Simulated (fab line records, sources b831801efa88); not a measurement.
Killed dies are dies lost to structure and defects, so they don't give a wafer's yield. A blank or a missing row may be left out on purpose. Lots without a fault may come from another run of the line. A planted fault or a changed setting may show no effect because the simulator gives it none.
fab line records | flow sky130
record lots=5 wafers=15 last_day=49
route steps=708 shown METAL2@487 VIA2@507
lots that met no fault: from a run of the same line without faults
start_h: hours from the record's first day to the start of the lot's first wafer shown | wait_h: hours since the lot's step before | " the same as in the row above | L1.1+2: a row that stands for several wafers | - no value, or no start given | * or withheld: withheld | < > ~ a bound
route shown NAME@n: a module of which the file shows steps, and the number in the route of the first | usual: mean/standard deviation of fault-free wafers | same: alike in all rows | chamber/n: place in a boat | sites: the reading at each site | _std_site: their standard deviation | _edge_site: outer sites' mean less inner sites' | radius_mm: how far each site lies from the wafer's centre | mask NAME#n: copy n | behind: the tool/chamber that last shaped the wafer | hold: why the lot was held/for how many hours/how that ended | device: the transistor (n, p or np) that didn't switch | end of line: the same wafers' tests at the end of the route | a step without rows: its recipe alone | killed: dies lost to structure and defects at the first sort, not the wafer's yield | map: a wafer's dies, x killed, . not, _ none there
set.NAME: the setting as run; set.NAME@STEP: as run at that earlier step | model.NAME: the simulator's own value behind a step, which no gauge read
lots at some steps of the route; a table a step, a row a wafer
services: from which hour (start_h, from the record's first day; less than 0 if before it) a tool's chamber was out of use, for how many hours, and why
## steps
# step SKY_METAL2_SPUTTER_04
# recipe material=TiN target_thk_nm=70 power_w=6500 time_s=58.3 chamber_pressure_pa=0.4
# usual throttle_valve_pct=29.6/0.78
# columns lot.wafer tool chamber start_h wait_h throttle_valve_pct
L081.1 pvd_sputter-02 - 839.93 0.0 28.8
L081.2 " - " " 29.5
L081.3 " - " " 30.8
L085.2 pvd_sputter-01 - 887.91 0.0 30.4
L085.3 " - " " 29.6
L085.6 " - " " 30.5
L087.1 pvd_sputter-02 - 893.21 0.0 30.9
L087.2 " - " " 29.5
L087.3 " - " " 29.0
L088.1 pvd_sputter-02 - 900.07 0.0 29.5
L088.4 " - " " 30.8
L088.6 " - " " 30.6
L096.1 pvd_sputter-01 - 949.42 0.0 29.7
L096.3 " - " " 28.6
L096.5 " - " " 28.8
# step SKY_METAL2_RS_MEAS_05
# recipe thk_meas_gauge=four-point-probe reads=TiN_of_METAL2_SPUTTER_04+Ti_of_METAL2_SPUTTER_03+AlCu_of_METAL2_SPUTTER_02+TiN_of_METAL2_SPUTTER_01+Ti_of_METAL2_SPUTTER_00
# usual METAL2_ALCU_RS=0.1264/0.0015
# columns lot.wafer tool chamber start_h wait_h METAL2_ALCU_RS[ohm/sq]
L081.1 film_metro-03 - 839.98 0.0 0.1255
L081.2 " - " " 0.1275
L081.3 " - " " 0.1241
L085.2 film_metro-03 - 887.97 0.0 0.1265
L085.3 " - " " 0.1249
L085.6 " - " " 0.1259
L087.1 film_metro-04 - 893.26 0.0 0.1239
L087.2 " - " " 0.1260
L087.3 " - " " 0.1249
L088.1 film_metro-03 - 900.12 0.0 0.1271
L088.4 " - " " 0.1242
L088.6 " - " " 0.1247
L096.1 film_metro-04 - 949.47 0.0 0.1278
L096.3 " - " " 0.1278
L096.5 " - " " 0.1272
# step SKY_METAL2_THK_MEAS_06
# recipe thk_meas_gauge=xrf reads=AlCu_of_METAL2_SPUTTER_02
# usual METAL2_ALCU_THK=250.9/2.9
# columns lot.wafer tool chamber start_h wait_h METAL2_ALCU_THK[nm]
L081.1 film_metro-03 - 840.10 0.1 253.0
L081.2 " - " " 247.1
L081.3 " - " " 255.0
L085.2 film_metro-03 - 888.08 0.1 249.0
L085.3 " - " " 251.0
L085.6 " - " " 251.5
L087.1 film_metro-04 - 893.38 0.1 256.4
L087.2 " - " " 249.7
L087.3 " - " " 252.6
L088.1 film_metro-03 - 900.24 0.1 250.1
L088.4 " - " " 255.0
L088.6 " - " " 254.2
L096.1 film_metro-04 - 949.59 0.1 248.4
L096.3 " - " " 248.0
L096.5 " - " " 250.7
# step SKY_METAL2_DEHYDRATE_07
# recipe temp_c=200 time_s=60
# usual plate_temp_C=200.01/0.15
# columns lot.wafer tool chamber start_h wait_h plate_temp_C
L081.1 litho_track-01 0 852.41 12.3 200.03
L081.2 " 0 " " 200.03
L081.3 " 0 " " 200.13
L085.2 litho_track-02 0 900.55 12.5 200.21
L085.3 " 0 " " 199.85
L085.6 " 0 " " 200.13
L087.1 litho_track-03 0 905.58 12.2 200.09
L087.2 " 0 " " 199.77
L087.3 " 0 " " 199.97
L088.1 litho_track-02 0 911.47 11.2 200.08
L088.4 " 0 " " 200.13
L088.6 " 0 " " 199.86
L096.1 litho_track-01 0 958.86 9.3 200.08
L096.3 " 0 " " 199.87
L096.5 " 0 " " 199.93
# step SKY_METAL2_HMDS_08
# recipe prime_time_s=60 prime_temp_c=120
# usual prime_temp_c=119.99/0.14
# columns lot.wafer tool chamber start_h wait_h prime_temp_c
L081.1 litho_track-01 0 852.56 0.1 119.92
L081.2 " 0 " " 120.02
L081.3 " 0 " " 120.22
L085.2 litho_track-02 0 900.70 0.1 119.90
L085.3 " 0 " " 119.79
L085.6 " 0 " " 120.00
L087.1 litho_track-03 0 905.73 0.1 119.65
L087.2 " 0 " " 119.91
L087.3 " 0 " " 119.87
L088.1 litho_track-02 0 911.62 0.1 119.81
L088.4 " 0 " " 120.03
L088.6 " 0 " " 119.87
L096.1 litho_track-01 0 959.01 0.1 120.08
L096.3 " 0 " " 120.04
L096.5 " 0 " " 119.74
# step SKY_METAL2_COAT_09
# recipe resist=BARC temp_c=withheld time_s=withheld spin_rpm=3000 resist_thk_nm=60
# columns lot.wafer tool chamber start_h wait_h
L081.1+2+3 litho_track-01 0 852.71 0.1
L085.2+3+6 litho_track-02 0 900.85 0.1
L087.1+2+3 litho_track-03 0 905.88 0.1
L088.1+4+6 litho_track-02 0 911.77 0.1
L096.1+3+5 litho_track-01 0 959.16 0.1
# step SKY_METAL2_COAT_10
# recipe resist=KrF-thick spin_rpm=3000 resist_thk_nm=450
# columns lot.wafer tool chamber start_h wait_h
L081.1+2+3 litho_track-01 0 - -
L085.2+3+6 litho_track-02 0 - -
L087.1+2+3 litho_track-03 0 - -
L088.1+4+6 litho_track-02 0 - -
L096.1+3+5 litho_track-01 0 - -
# step SKY_METAL2_SOFTBAKE_11
# recipe temp_c=100 time_s=90 resist=KrF-thick
# usual plate_temp_C=99.97/0.12
# columns lot.wafer tool chamber start_h wait_h plate_temp_C
L081.1 litho_track-01 0 - - 99.88
L081.2 " 0 " " 99.93
L081.3 " 0 " " 99.98
L085.2 litho_track-02 0 - - 99.81
L085.3 " 0 " " 99.90
L085.6 " 0 " " 99.84
L087.1 litho_track-03 0 - - 99.95
L087.2 " 0 " " 99.91
L087.3 " 0 " " 99.74
L088.1 litho_track-02 0 - - 99.89
L088.4 " 0 " " 100.04
L088.6 " 0 " " 100.10
L096.1 litho_track-01 0 - - 99.91
L096.3 " 0 " " 99.81
L096.5 " 0 " " 99.90
# step SKY_METAL2_EXPOSE_12
# recipe mask_id=MM2 na=0.8 source_shape=annular sigma_inner=0.55 sigma_outer=0.85 target_cd_nm=140 dose_mj=28
# columns lot.wafer tool chamber start_h wait_h mask
L081.1+2+3 krf_scanner-01 0 - - MM2#0
L085.2+3+6 krf_scanner-02 0 - - MM2#0
L087.1+2+3 krf_scanner-02 0 - - MM2#0
L088.1+4+6 krf_scanner-01 0 - - MM2#0
L096.1+3+5 krf_scanner-02 0 - - MM2#0
# step SKY_METAL2_PEB_13
# recipe peb_temp_c=withheld peb_time_s=withheld resist=KrF-thick
# columns lot.wafer tool chamber start_h wait_h
L081.1+2+3 litho_track-02 0 - -
L085.2+3+6 litho_track-02 0 - -
L087.1+2+3 litho_track-03 0 - -
L088.1+4+6 litho_track-03 0 - -
L096.1+3+5 litho_track-01 0 - -
# step SKY_METAL2_DEVELOP_14
# recipe develop_time_s=60 resist=KrF-thick dev_temp_c=21
# columns lot.wafer tool chamber start_h wait_h
L081.1+2+3 litho_track-02 0 - -
L085.2+3+6 litho_track-02 0 - -
L087.1+2+3 litho_track-03 0 - -
L088.1+4+6 litho_track-03 0 - -
L096.1+3+5 litho_track-01 0 - -
# step SKY_METAL2_CD_MEAS_15
# recipe target_cd_nm=140
# usual cd_nm=140.2/1.6
# columns lot.wafer tool chamber start_h wait_h cd_nm
L081.1 cd_sem-01 - 866.57 - 141.9
L081.2 " - " " 143.1
L081.3 " - " " 141.0
L085.2 cd_sem-02 - 913.44 - 139.8
L085.3 " - " " 139.3
L085.6 " - " " 138.7
L087.1 cd_sem-02 - 917.78 - 139.6
L087.2 " - " " 139.0
L087.3 " - " " 138.7
L088.1 cd_sem-02 - 923.38 - 140.8
L088.4 " - " " 141.3
L088.6 " - " " 139.8
L096.1 cd_sem-01 - 972.71 - 137.7
L096.3 " - " " 135.4
L096.5 " - " " 138.2
# step SKY_METAL2_OVL_MEAS_16
# usual METAL2_OVL=-1/5.2
# columns lot.wafer tool chamber start_h wait_h METAL2_OVL[nm]
L081.1 overlay-02 - 866.69 0.1 -2
L081.2 " - " " -1
L081.3 " - " " -4
L085.2 overlay-02 - 913.55 0.1 -5
L085.3 " - " " -9
L085.6 " - " " -6
L087.1 overlay-01 - 917.90 0.1 2
L087.2 " - " " 1
L087.3 " - " " 3
L088.1 overlay-02 - 923.50 0.1 3
L088.4 " - " " -4
L088.6 " - " " 2
L096.1 overlay-02 - 972.83 0.1 4
L096.3 " - " " 2
L096.5 " - " " 2
# step SKY_METAL2_DESCUM_17
# recipe chemistry=O2 source_power_w=150 bias_power_w=0 pressure_mtorr=10 temp_c=40 time_s=8
# usual chamber_pressure_mTorr=10.000/0.008 drypump_motor_current_A=6.08/0.22 oes_product_au=1.000/0.011
# columns lot.wafer tool chamber start_h wait_h chamber_pressure_mTorr drypump_motor_current_A oes_product_au rf_hours_counter_h
L081.1 rie_metal-03 0 866.73 0.0 10.001 6.13 1.011 9
L081.2 " 1 " " 10.012 5.85 0.980 13
L081.3 " 1 " " 9.997 5.84 0.995 -
L085.2 rie_metal-01 1 913.58 0.0 10.001 6.14 0.982 15
L085.3 " 1 " " 9.989 6.16 0.986 -
L085.6 " 0 " " 10.012 6.32 0.997 -
L087.1 rie_metal-01 1 917.94 0.0 9.987 6.16 0.997 15
L087.2 " 0 " " 10.000 6.33 0.998 8
L087.3 " 1 " " 9.989 6.17 0.997 -
L088.1 rie_metal-03 0 923.54 0.0 10.014 6.16 1.024 12
L088.4 " 1 " " 10.002 5.87 1.002 -
L088.6 " 0 " " 10.020 6.16 1.020 -
L096.1 rie_metal-03 0 972.87 0.0 10.005 6.12 1.003 15
L096.3 " 1 " " 9.997 5.89 1.003 -
L096.5 " 1 " " 10.003 5.86 1.007 -
# step SKY_METAL2_ETCH_18
# recipe chemistry=N2/H2 target=BARC ion_energy_ev=200 bias_w=100 pressure_mtorr=30 n2_flow_sccm=100 h2_flow_sccm=200 icp_w=500 stop_on=SiO2 time_s=45.9 target_depth_a=600
# usual bias_w=100.02/0.3 chamber_pressure_mTorr=29.998/0.024 drypump_motor_current_A=6.09/0.21 oes_product_au=0.855/0.0044 throttle_valve_pct=13.225/0.0098
# columns lot.wafer tool chamber start_h wait_h bias_w chamber_pressure_mTorr drypump_motor_current_A oes_product_au rf_hours_counter_h throttle_valve_pct
L081.1 rie_metal-03 0 866.76 0.0 100.25 30.012 6.15 0.864 9 13.224
L081.2 " 1 " " 100.05 29.950 5.85 0.855 13 13.211
L081.3 " 1 " " 100.26 30.049 5.86 0.854 - 13.230
L085.2 rie_metal-01 1 913.61 0.0 99.78 30.058 6.16 0.857 15 13.223
L085.3 " 1 " " 99.77 29.995 6.16 0.863 - 13.231
L085.6 " 0 " " 100.40 29.987 6.33 0.858 - 13.214
L087.1 rie_metal-01 1 917.97 0.0 100.62 30.031 6.13 0.857 15 13.212
L087.2 " 0 " " 99.49 29.986 6.33 0.858 8 13.225
L087.3 " 1 " " 100.27 30.012 6.16 0.856 - 13.223
L088.1 rie_metal-03 0 923.57 0.0 99.80 29.945 6.20 0.859 12 13.218
L088.4 " 1 " " 99.93 29.975 5.89 0.864 - 13.218
L088.6 " 0 " " 100.11 29.978 6.15 0.860 - 13.229
L096.1 rie_metal-03 0 972.90 0.0 100.71 30.025 6.16 0.854 15 13.231
L096.3 " 1 " " 100.37 30.002 5.88 0.855 - 13.226
L096.5 " 1 " " 100.73 30.062 5.86 0.853 - 13.235
# step SKY_METAL2_METAL_ETCH_19
# recipe target_depth_a=3600 stop_on=SiO2 over_etch_frac=0.3 time_s=78 chemistry=Cl2/BCl3 resist_sidewall_deg=88 pressure_mtorr=10 icp_w=900 bias_w=48.5 Cl2_flow_sccm=60 bcl3_flow_sccm=30
# usual bias_w=48.49/0.14 chamber_pressure_mTorr=9.999/0.01 drypump_motor_current_A=6.08/0.21 oes_product_au=0.855/0.0057 throttle_valve_pct=22.265/0.0098
# columns lot.wafer tool chamber start_h wait_h bias_w chamber_pressure_mTorr drypump_motor_current_A oes_product_au rf_hours_counter_h throttle_valve_pct
L081.1 rie_metal-03 0 866.82 0.0 48.62 9.997 6.18 0.852 9 22.272
L081.2 " 1 " " 48.31 10.005 5.87 0.850 13 22.277
L081.3 " 1 " " 48.35 10.000 5.88 0.863 - 22.250
L085.2 rie_metal-01 1 913.67 0.0 48.66 10.007 6.16 0.853 15 22.256
L085.3 " 1 " " 48.36 10.004 6.15 0.863 - 22.252
L085.6 " 0 " " 48.46 10.004 6.33 0.862 - 22.250
L087.1 rie_metal-01 1 918.04 0.0 48.46 10.015 6.15 0.855 15 22.265
L087.2 " 0 " " 48.43 9.992 6.33 0.864 8 22.268
L087.3 " 1 " " 48.46 10.013 6.14 0.854 - 22.254
L088.1 rie_metal-03 0 923.64 0.0 48.48 10.003 6.15 0.855 12 22.258
L088.4 " 1 " " 48.71 10.005 5.88 0.857 - 22.269
L088.6 " 0 " " 48.61 9.989 6.21 0.850 - 22.261
L096.1 rie_metal-03 0 972.96 0.0 48.26 9.974 6.13 0.859 15 22.250
L096.3 " 1 " " 48.63 10.000 5.89 0.849 - 22.259
L096.5 " 1 " " 48.52 10.016 5.89 0.854 - 22.262
# step SKY_METAL2_STRIP_20
# recipe chemistry=O2/N2 power_w=1400 pressure_mtorr=1500 platen_temp_c=withheld o2_flow_sccm=3000 n2_flow_sccm=300 overash_fraction=0.5
# usual chamber_pressure_mTorr=1500.2/1.3 drypump_motor_current_A=6.2/0.6 oes_product_au=0.344/0.0049 strip_time_to_endpoint_s=2.71/0.052
# columns lot.wafer tool chamber start_h wait_h chamber_pressure_mTorr drypump_motor_current_A oes_product_au rf_hours_counter_h strip_time_to_endpoint_s
L081.1 plasma_asher-03 1 866.91 0.1 1500.7 6.8 0.342 72 2.64
L081.2 " 0 " " 1497.6 6.7 0.347 72 2.71
L081.3 " 0 " " 1497.8 6.7 0.348 - 2.71
L085.2 plasma_asher-04 0 913.76 0.1 1501.2 6.1 0.344 17 2.74
L085.3 " 0 " " 1498.5 6.1 0.345 - 2.76
L085.6 " 0 " " 1501.4 6.1 0.343 - 2.73
L087.1 plasma_asher-03 1 918.13 0.1 1501.3 6.8 0.346 78 2.73
L087.2 " 0 " " 1501.4 6.7 0.350 78 2.76
L087.3 " 1 " " 1499.0 6.7 0.341 - 2.74
L088.1 plasma_asher-02 1 923.73 0.1 1499.8 6.0 0.347 49 2.69
L088.4 " 1 " " 1498.3 6.0 0.347 - 2.75
L088.6 " 1 " " 1501.2 6.1 0.341 - 2.67
L096.1 plasma_asher-02 1 973.05 0.1 1500.0 6.0 0.350 54 2.62
L096.3 " 0 " " 1501.9 5.1 0.339 - 2.67
L096.5 " 0 " " 1500.8 5.1 0.341 - 2.67
# step SKY_METAL2_STRIP_21
# recipe chemistry=post_etch_residue_remover time_s=1200 temp_c=72.5
# columns lot.wafer tool chamber start_h wait_h
L081.1+2+3 wet_bench-02 1 867.01 0.1
L085.2+3+6 wet_bench-01 1 913.86 0.1
L087.1+2+3 wet_bench-02 1 918.23 0.1
L088.1+4+6 wet_bench-02 0 923.83 0.1
L096.1+3+5 wet_bench-02 3 973.15 0.1
# step SKY_METAL2_CLEAN_22
# recipe chemistry=IPA time_s=180 temp_c=25
# columns lot.wafer tool chamber start_h wait_h
L081.1+2+3 wet_bench-01 3 867.39 0.0
L085.2+3+6 wet_bench-04 2 914.21 0.0
L087.1+2+3 wet_bench-04 0 918.57 0.0
L088.1+4+6 wet_bench-01 2 924.17 0.0
L096.1+3+5 wet_bench-04 0 973.49 0.0
# step SKY_METAL2_CLEAN_23
# recipe chemistry=O3/DIW dry=n2_spin
# columns lot.wafer tool chamber start_h wait_h
L081.1+2+3 wet_bench-04 0 867.44 0.0
L085.2+3+6 wet_bench-01 2 914.27 0.0
L087.1+2+3 wet_bench-01 3 918.63 0.0
L088.1+4+6 wet_bench-04 3 924.23 0.0
L096.1+3+5 wet_bench-02 1 973.56 0.0
# step SKY_VIA2_HDPCVD_00
# recipe material=SiO2 target_thk_nm=1180 sigma_open_frac=0.3 time_s=196.7 temp_c=400 sih4_flow_sccm=60 pressure_mtorr=6
# columns lot.wafer tool chamber start_h wait_h
L081.1+2+3 hdpcvd-01 1,0,2 867.54 0.0
L085.2+3+6 hdpcvd-01 1,0,1 914.36 0.0
L087.1+2+3 hdpcvd-01 1,0,2 918.73 0.0
L088.1+4+6 hdpcvd-02 1,1,0 924.32 0.0
L096.1+3+5 hdpcvd-01 0,1,0 973.65 0.0
# step SKY_VIA2_THK_MEAS_01
# recipe reads=SiO2_of_VIA2_HDPCVD_00
# usual VIA2_HDPCVD_THK=1180/18
# columns lot.wafer tool chamber start_h wait_h VIA2_HDPCVD_THK[nm]
L081.1 film_metro-04 - 867.66 0.1 1205
L081.2 " - " " 1175
L081.3 " - " " 1159
L085.2 film_metro-02 - 914.50 0.1 1170
L085.3 " - " " 1177
L085.6 " - " " 1195
L087.1 film_metro-04 - 918.86 0.1 1201
L087.2 " - " " 1205
L087.3 " - " " 1184
L088.1 film_metro-02 - 924.44 0.1 1173
L088.4 " - " " 1180
L088.6 " - " " 1172
L096.1 film_metro-01 - 973.77 0.1 1190
L096.3 " - " " 1183
L096.5 " - " " 1197
# step SKY_VIA2_CMP_02
# recipe material=SiO2 down_force_psi=4 platen_rpm=60 pad_velocity_m_s=0.94248
# usual motor_current_A=12.2/1.2 slurry_flow_ml_min=150.1/0.44
# columns lot.wafer tool chamber start_h wait_h motor_current_A slurry_flow_ml_min
L081.1 cmp-01 2 867.72 0.1 11.5 149.4
L081.3 " 3 " " 13.0 150.3
L081.2 " 0 " " 13.7 150.7
L085.3 cmp-02 1 914.60 0.1 13.2 150.3
L085.2 " 3 " " 9.9 150.1
L085.6 " 1 " " 12.4 150.2
L087.3 cmp-01 1 918.92 0.0 12.0 150.1
L087.1 " 2 " " 11.5 150.6
L087.2 " 3 " " 13.0 149.7
L088.4 cmp-01 0 924.50 0.0 14.1 150.5
L088.1 " 1 " " 11.7 150.1
L088.6 " 0 " " 14.1 150.1
L096.1 cmp-02 3 973.83 0.1 10.2 149.8
L096.3 " 0 " " 10.3 149.7
L096.5 " 3 " " 10.2 150.1
# step SKY_VIA2_BOW_MEAS_03
# recipe mode=bow
# usual VIA2_BOW=87/7.8
# columns lot.wafer tool chamber start_h wait_h VIA2_BOW[um]
L081.1 film_metro-01 - 868.02 0.2 92
L081.2 " - " " 86
L081.3 " - " " 86
L085.2 film_metro-01 - 914.87 0.1 93
L085.3 " - " " 81
L085.6 " - " " 85
L087.1 film_metro-02 - 919.22 0.2 93
L087.2 " - " " 89
L087.3 " - " " 100
L088.1 film_metro-01 - 924.80 0.2 98
L088.4 " - " " 87
L088.6 " - " " 89
L096.1 film_metro-04 - 974.13 0.2 84
L096.3 " - " " 77
L096.5 " - " " 84
# step SKY_VIA2_DEHYDRATE_04
# recipe temp_c=200 time_s=60
# usual plate_temp_C=200.03/0.15
# columns lot.wafer tool chamber start_h wait_h plate_temp_C
L081.1 litho_track-04 0 880.05 12.0 200.02
L081.2 " 0 " " 200.09
L081.3 " 0 " " 200.03
L085.2 litho_track-03 0 925.61 10.7 199.90
L085.3 " 0 " " 200.06
L085.6 " 0 " " 199.91
L087.1 litho_track-01 0 930.26 11.0 200.19
L087.2 " 0 " " 200.40
L087.3 " 0 " " 200.04
L088.1 litho_track-01 0 935.61 10.8 200.49
L088.4 " 0 " " 200.01
L088.6 " 0 " " 199.97
L096.1 litho_track-04 0 985.20 11.0 200.12
L096.3 " 0 " " 199.80
L096.5 " 0 " " 200.00
# step SKY_VIA2_HMDS_05
# recipe prime_time_s=60 prime_temp_c=120
# usual prime_temp_c=120.02/0.15
# columns lot.wafer tool chamber start_h wait_h prime_temp_c
L081.1 litho_track-04 0 880.20 0.1 120.06
L081.2 " 0 " " 120.14
L081.3 " 0 " " 119.91
L085.2 litho_track-03 0 925.76 0.1 120.23
L085.3 " 0 " " 120.08
L085.6 " 0 " " 120.03
L087.1 litho_track-01 0 930.41 0.1 119.97
L087.2 " 0 " " 120.24
L087.3 " 0 " " 120.20
L088.1 litho_track-01 0 935.76 0.1 119.79
L088.4 " 0 " " 119.82
L088.6 " 0 " " 119.94
L096.1 litho_track-04 0 985.35 0.1 119.98
L096.3 " 0 " " 119.89
L096.5 " 0 " " 119.76
# step SKY_VIA2_COAT_06
# recipe resist=BARC temp_c=withheld time_s=withheld spin_rpm=3000 resist_thk_nm=60
# columns lot.wafer tool chamber start_h wait_h
L081.1+2+3 litho_track-04 0 880.35 0.1
L085.2+3+6 litho_track-03 0 925.91 0.1
L087.1+2+3 litho_track-01 0 930.56 0.1
L088.1+4+6 litho_track-01 0 935.91 0.1
L096.1+3+5 litho_track-04 0 985.50 0.1
# step SKY_VIA2_COAT_07
# recipe resist=KrF-thick spin_rpm=3000 resist_thk_nm=450
# columns lot.wafer tool chamber start_h wait_h
L081.1+2+3 litho_track-04 0 - -
L085.2+3+6 litho_track-03 0 - -
L087.1+2+3 litho_track-01 0 - -
L088.1+4+6 litho_track-01 0 - -
L096.1+3+5 litho_track-04 0 - -
# step SKY_VIA2_SOFTBAKE_08
# recipe temp_c=100 time_s=90 resist=KrF-thick
# usual plate_temp_C=99.99/0.13
# columns lot.wafer tool chamber start_h wait_h plate_temp_C
L081.1 litho_track-04 0 - - 100.08
L081.2 " 0 " " 99.87
L081.3 " 0 " " 100.06
L085.2 litho_track-03 0 - - 99.91
L085.3 " 0 " " 99.98
L085.6 " 0 " " 99.96
L087.1 litho_track-01 0 - - 99.96
L087.2 " 0 " " 100.10
L087.3 " 0 " " 99.99
L088.1 litho_track-01 0 - - 100.22
L088.4 " 0 " " 100.02
L088.6 " 0 " " 100.09
L096.1 litho_track-04 0 - - 100.20
L096.3 " 0 " " 100.03
L096.5 " 0 " " 99.92
# step SKY_VIA2_EXPOSE_09
# recipe mask_id=VIM2 na=0.8 source_shape=annular sigma_inner=0.55 sigma_outer=0.85 target_cd_nm=200 dose_mj=38
# columns lot.wafer tool chamber start_h wait_h mask
L081.1+2+3 krf_scanner-02 0 - - VIM2#0
L085.2+3+6 krf_scanner-02 0 - - VIM2#0
L087.1+2+3 krf_scanner-01 0 - - VIM2#0
L088.1+4+6 krf_scanner-01 0 - - VIM2#0
L096.1+3+5 krf_scanner-02 0 - - VIM2#0
# step SKY_VIA2_PEB_10
# recipe peb_temp_c=withheld peb_time_s=withheld resist=KrF-thick
# columns lot.wafer tool chamber start_h wait_h
L081.1+2+3 litho_track-03 0 - -
L085.2+3+6 litho_track-01 0 - -
L087.1+2+3 litho_track-04 0 - -
L088.1+4+6 litho_track-03 0 - -
L096.1+3+5 litho_track-04 0 - -
# step SKY_VIA2_DEVELOP_11
# recipe develop_time_s=60 resist=KrF-thick dev_temp_c=21
# columns lot.wafer tool chamber start_h wait_h
L081.1+2+3 litho_track-03 0 - -
L085.2+3+6 litho_track-01 0 - -
L087.1+2+3 litho_track-04 0 - -
L088.1+4+6 litho_track-03 0 - -
L096.1+3+5 litho_track-04 0 - -
# step SKY_VIA2_CD_MEAS_12
# recipe target_cd_nm=200
# usual cd_nm=200.6/1.2
# columns lot.wafer tool chamber start_h wait_h cd_nm
L081.1 cd_sem-02 - 892.93 - 200.9
L081.2 " - " " 201.1
L081.3 " - " " 201.4
L085.2 cd_sem-01 - 937.38 - 200.1
L085.3 " - " " 200.0
L085.6 " - " " 198.8
L087.1 cd_sem-01 - 941.80 - 200.2
L087.2 " - " " 201.8
L087.3 " - " " 200.7
L088.1 cd_sem-02 - 946.74 - 199.4
L088.4 " - " " 201.0
L088.6 " - " " 200.6
L096.1 cd_sem-01 - 997.80 - 199.4
L096.3 " - " " 201.0
L096.5 " - " " 201.3
# step SKY_VIA2_OVL_MEAS_13
# usual VIA2_OVL=-5/5.5
# columns lot.wafer tool chamber start_h wait_h VIA2_OVL[nm]
L081.1 overlay-01 - 893.05 0.1 -3
L081.2 " - " " -3
L081.3 " - " " -10
L085.2 overlay-01 - 937.49 0.1 -9
L085.3 " - " " -11
L085.6 " - " " -10
L087.1 overlay-01 - 941.92 0.1 1
L087.2 " - " " 6
L087.3 " - " " 5
L088.1 overlay-01 - 946.86 0.1 -2
L088.4 " - " " -3
L088.6 " - " " 0
L096.1 overlay-01 - 997.92 0.1 -8
L096.3 " - " " -4
L096.5 " - " " -11
# step SKY_VIA2_ETCH_14
# recipe chemistry=N2/H2 target=BARC ion_energy_ev=200 source_w=500 bias_w=100 pressure_mtorr=30 n2_flow_sccm=100 h2_flow_sccm=200 stop_on=SiO2 time_s=45.9 target_depth_a=600
# usual bias_w=99.99/0.29 chamber_pressure_mTorr=30.002/0.028 drypump_motor_current_A=5.62/0.28 oes_product_au=0.855/0.0045 throttle_valve_pct=13.225/0.0089
# columns lot.wafer tool chamber start_h wait_h bias_w chamber_pressure_mTorr drypump_motor_current_A oes_product_au rf_hours_counter_h throttle_valve_pct
L081.1 rie_diel-04 2 893.09 0.0 99.98 30.009 5.26 0.853 17 13.225
L081.2 " 3 " " 100.11 30.018 6.03 0.852 8 13.234
L081.3 " 0 " " 100.16 29.937 5.57 0.855 5 13.234
L085.2 rie_diel-02 1 937.52 0.0 100.18 30.000 5.83 0.856 6 13.214
L085.3 " 0 " " 100.04 30.028 5.72 0.857 18 13.215
L085.6 " 1 " " 99.69 29.988 5.80 0.858 - 13.234
L087.1 rie_diel-04 2 941.96 0.0 99.42 29.983 5.23 0.860 18 13.222
L087.2 " 0 " " 100.21 30.041 5.55 0.854 7 13.216
L087.3 " 1 " " 100.08 30.032 5.39 0.861 9 13.204
L088.1 rie_diel-04 2 946.89 0.0 99.77 30.046 5.25 0.857 18 13.214
L088.4 " 2 " " 99.46 29.972 5.23 0.853 - 13.234
L088.6 " 3 " " 100.04 30.014 6.01 0.856 - 13.228
L096.1 rie_diel-04 0 997.96 0.0 99.78 29.971 5.56 0.854 8 13.209
L096.3 " 1 " " 100.07 29.990 5.39 0.854 12 13.220
L096.5 " 1 " " 99.65 29.920 5.39 0.850 - 13.215
# step SKY_VIA2_ETCH_15
# recipe target=SiO2 chemistry=C4F8/O2/Ar target_depth_nm=546 stop_on=TiN mask_material=KrF-thick source_w=1500 bias_w=1200 pressure_mtorr=40 c4f8_flow_sccm=withheld O2_flow_sccm=6 Ar_flow_sccm=300 time_s=84
# usual bias_w=1200/3.9 chamber_pressure_mTorr=40.00/0.036 oes_product_au=0.939/0.0047
# columns lot.wafer tool chamber start_h wait_h bias_w chamber_pressure_mTorr oes_product_au rf_hours_counter_h
L081.1 rie_diel-04 2 893.13 0.0 1198 39.98 0.942 17
L081.2 " 3 " " 1204 39.94 0.939 8
L081.3 " 0 " " 1203 40.05 0.942 5
L085.2 rie_diel-02 1 937.56 0.0 1203 40.01 0.945 6
L085.3 " 0 " " 1205 40.01 0.947 18
L085.6 " 1 " " 1199 39.98 0.944 -
L087.1 rie_diel-04 2 942.00 0.0 1197 39.98 0.939 18
L087.2 " 0 " " 1203 40.04 0.935 7
L087.3 " 1 " " 1196 40.01 0.935 9
L088.1 rie_diel-04 2 946.93 0.0 1203 40.00 0.940 18
L088.4 " 2 " " 1196 40.01 0.937 -
L088.6 " 3 " " 1197 39.97 0.937 -
L096.1 rie_diel-04 0 998.00 0.0 1198 40.05 0.939 8
L096.3 " 1 " " 1197 40.04 0.941 12
L096.5 " 1 " " 1199 39.96 0.938 -
## services
# columns tool chamber start_h hours kind
krf_scanner-01 - 834.74 1.3 pm
cmp-01 - 841.40 1.2 repair
krf_scanner-01 - 845.48 0.2 repair
krf_scanner-02 - 846.79 4.4 pm
krf_scanner-02 - 854.31 0.6 repair
rie_diel-02 3 855.73 4.3 repair
krf_scanner-01 - 865.22 0.8 pm
pvd_sputter-02 - 866.43 2.9 repair
cmp-01 - 877.12 0.8 repair
cmp-01 - 893.01 11.3 pm
rie_diel-02 - 897.13 15.6 pm
cmp-02 - 904.43 4.9 pm
rie_diel-04 2 908.94 9.3 repair
cmp-01 - 912.28 4.0 pm
cmp-01 - 913.06 0.9 repair
krf_scanner-01 - 917.93 0.5 repair
krf_scanner-02 - 919.10 0.8 pm
krf_scanner-02 - 922.17 1.0 pm
rie_diel-04 - 936.10 0.5 repair
rie_diel-04 0 944.98 15.2 repair
krf_scanner-01 - 956.84 11.6 pm
rie_diel-04 3 966.43 7.1 repair
krf_scanner-01 - 970.05 1.0 pm
krf_scanner-02 - 982.17 1.3 pm
## key
fault none
